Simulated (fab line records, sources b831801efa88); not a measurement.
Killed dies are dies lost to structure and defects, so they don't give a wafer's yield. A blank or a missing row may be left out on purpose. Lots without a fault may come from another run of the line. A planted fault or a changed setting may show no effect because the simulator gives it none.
Problem report in the 8D (eight disciplines) form, filled by code | flow sky130 | the parts of the form that need people (team, actions taken, sign-off) are left out

1. THE PROBLEM
spin_speed_rpm at SKY_NWELL_COAT_05 reads a mean of 2188.0 rpm on 6 wafers of 2 lots; wafers without a fault read 2000.1 rpm with a standard deviation of 1.4. That is +99 or more standard deviations from the usual mean.
The step: resist thk 3000 nm.
First seen on wafer L607.1, day 7 03:38, on litho_track-04. The record holds 36 wafers of 12 lots with a number at this step. Rule for "out", or "out of limits": more than 4 standard deviations from the usual mean. The other wafers with a number count as sound.

2. WHAT IT IS AND WHAT IT IS NOT
question                    | is                     | is not
which readings at this step | spin_speed_rpm         | dispense_pressure_kPa
which lots                  | L607, L609             | L595, L596, L598, L600, L601, L602, L603, L608, L617, L618
which wafers of those lots  | all that have a number | -
read on which tools         | litho_track-04         | litho_track-02, litho_track-03
when                        | from day 7 03:38       | up to then (21 sound wafers); but 9 sound wafers of L608, L617, L618 came after

3. SUSPECTS, AND WHAT RULES EACH OUT
Counting: a tool at a process step up to the reading stays a suspect if it ran every lot that is out and no sound lot after the first of them.
- litho_track-04 at SKY_NWELL_COAT_05 (resist thk 3000 nm): ruled out as a lasting fault. Sound lots L617, L618 ran on it after its first lot that is out, L607 (day 7 03:38).
Left after counting: nothing in the record.

4. THE CAUSE (what the simulator had put in)
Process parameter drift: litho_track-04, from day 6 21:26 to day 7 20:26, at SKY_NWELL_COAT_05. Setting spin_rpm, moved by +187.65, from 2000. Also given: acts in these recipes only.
Counting ruled it out, wrongly.

5. THE CHAIN OF EFFECTS, in route order
Each row: a reading whose mean over the struck wafers that have a number lies more than 3 standard deviations from the usual. Only readings for which the record gives a usual standard deviation are gone through. hours: the time from each lot's start at the first step in this table that gives one to its start at this step, as a median over the lots. sigmas: the change in usual standard deviations.
hours | step               | reading                  | usual      | on struck wafers | change | sigmas
0     | SKY_NWELL_COAT_05  | spin_speed_rpm           | 2000.1 rpm | 2188.0           | +187.9 | +99 or more
10    | SKY_NWELL_STRIP_14 | strip_time_to_endpoint_s | 36.90 s    | 35.37            | -1.53  | -13
The process steps in it:
- SKY_NWELL_COAT_05: resist thk 3000 nm.
- SKY_NWELL_STRIP_14: strips in O2/N2.

6. WHAT WOULD HAVE CAUGHT IT SOONER
In this record the first reading out of limits was taken at day 7 03:38, 6 hours after the fault began at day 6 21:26.
